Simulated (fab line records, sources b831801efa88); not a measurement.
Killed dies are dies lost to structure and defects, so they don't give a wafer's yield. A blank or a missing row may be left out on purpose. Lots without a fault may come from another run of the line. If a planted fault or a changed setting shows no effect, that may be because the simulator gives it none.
The same fault as seen by 2 desks    flow sky130    every desk sees just its own numbers, and what lay behind them comes last

## THE METROLOGY DESK
Lot by lot, what the gauges showed, no matter which tool ran the lot: averages of those sampled wafers that carry a number. A lot is out of limits, marked OUT, if its mean lies more than 4 standard deviations from the usual mean; the brackets give that distance.
Columns: A = cdNm at SKY_FIELD_ISO_CD_MEAS_13, usual 150.2 nm; B = PWDE_RS at SKY_NWELL_RS_MEAS_31, usual 5280 ohm/sq; C = CONTACT_HDPCVD_THK at SKY_CONTACT_THK_MEAS_03, usual 565 nm; D = cdNm at SKY_CONTACT_CD_MEAS_14, usual 170.3 nm
lot   first seen here  A      B                C    D
L398  day 2 05:26      150.2  5273             571  171.8
L400  day 2 16:24      149.1  5264             568  169.7
L401  day 2 20:41      149.2  5277             570  169.4
L403  day 3 06:59      150.1  5298             576  168.4
L405  day 3 18:26      149.7  5287             560  171.5
L407  day 4 02:53      151.8  5260             568  170.5
L408  day 4 09:11      149.8  5285             567  171.0
L409  day 4 14:17      149.9  5269             558  170.1
L410  day 4 18:00      151.9  5274             568  172.1
L413  day 5 10:44      149.7  5293             555  170.1
L415  day 5 21:05      150.9  5411 (+7.7) OUT  564  171.5
L417  day 6 08:14      150.4  5386 (+6.2) OUT  568  170.9
L418  day 6 12:35      149.5  5280             556  170.6
This desk reports L415, L417 out of limits; the earliest was L415 at day 9 15:10 (PWDE_RS at SKY_NWELL_RS_MEAS_31). Within limits: L398, L400, L401, L403, L405, L407, L408, L409, L410, L413, L418.

## AT THE TOOL OWNER'S DESK: implanter-01
The tool's own readings at SKY_PWDE_IMPLANT_08, given as means over the sampled wafers that have a number, one for each lot that went through this tool. A lot is out of limits, marked OUT, if its mean lies more than 4 standard deviations from the usual mean; the brackets give that distance.
Columns: A = doseIonsCm2 at SKY_PWDE_IMPLANT_08, usual 3.6e+12
lot   first seen here  A
L398  day 3 21:32      3.6e+12
L403  day 5 00:52      3.6e+12
L413  day 7 07:28      3.6e+12
L415  day 7 20:52      3.5e+12 (-24) OUT
L417  day 8 08:22      3.5e+12 (-25) OUT
This desk finds L415, L417 out of limits, L415 being first, at day 7 20:52 (doseIonsCm2 at SKY_PWDE_IMPLANT_08). Within limits: L398, L403, L413.

## ALL TOGETHER
An alarm could have come from the tool owner's desk at day 7 20:52, on L415, L417.
Metrology desk: alarm possible at day 9 15:10 on L415, L417.
All the named lots went through SKY_PWDE_IMPLANT_08 on implanter-01.

## WHAT THE SIMULATOR HAD INSERTED
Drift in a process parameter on implanter-01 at SKY_PWDE_IMPLANT_08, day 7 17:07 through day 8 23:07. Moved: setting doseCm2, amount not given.
Shown lots that were struck: L415, L417.
Fault start to first reading out of limits, in hours, per desk: tool owner, 4; metrology, 46.
